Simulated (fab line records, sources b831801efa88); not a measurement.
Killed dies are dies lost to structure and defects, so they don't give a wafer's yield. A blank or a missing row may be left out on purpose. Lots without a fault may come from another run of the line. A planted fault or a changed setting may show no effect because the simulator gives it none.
Chamber matching | flow gf180mcu | GF_SAB_CVD_00 on pecvd-03: 3 sister chambers
The step deposits SiO2 from TEOS, target thk 50 nm, time 5.087 s. 6 wafers are shown with their chamber, then 9 later ones without.

WAFERS WITH THEIR CHAMBER
wafer  | chamber | heater_power_w (W) | heater_power_outer_w (W)
L088.3 | 2       | 477                | 265
L088.5 | 1       | 722                | 436
L088.6 | 0       | 772                | 406
L089.1 | 1       | 703                | 430
L089.4 | 2       | 568                | 327
L089.6 | 0       | 826                | 468

WAFERS WITHOUT THEIR CHAMBER
wafer  | heater_power_w (W) | heater_power_outer_w (W)
L094.3 | 755                | 442
L094.5 | 798                | 434
L094.6 | 592                | 345
L096.1 | 724                | 418
L096.3 | 493                | 288
L096.5 | 711                | 429
L097.1 | 687                | 379
L097.3 | 659                | 383
L097.5 | 703                | 371

WHICH CHAMBER EACH WENT THROUGH
wafer  | from the rows above     | in truth
L094.3 | can't be placed: 1 or 0 | 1
L094.5 | can't be placed: 0 or 1 | 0
L094.6 | can't be placed: 2 or 1 | 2
L096.1 | can't be placed: 1 or 0 | 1
L096.3 | 2                       | 2
L096.5 | can't be placed: 1 or 0 | 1
L097.1 | can't be placed: 1 or 0 | 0
L097.3 | can't be placed: 1 or 0 | 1
L097.5 | can't be placed: 1 or 0 | 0
Placed correctly: 1 of 9. Can't be placed from these rows: 8 (the true chamber is among the candidates in 8). Placed wrongly: 0.
How it was worked out, from the rows above alone: a wafer's distance from a chamber is the root of the sum, over the readings, of the square of ((its reading less the chamber's mean) divided by the reading's scatter). The wafer belongs to the nearest chamber; if the next one is less than 2 further off, it can't be placed. A chamber's mean is the mean of its shown wafers. The scatter: the root of (the sum of the squares of (reading less its chamber's mean) over the shown wafers, divided by (wafers less chambers)).
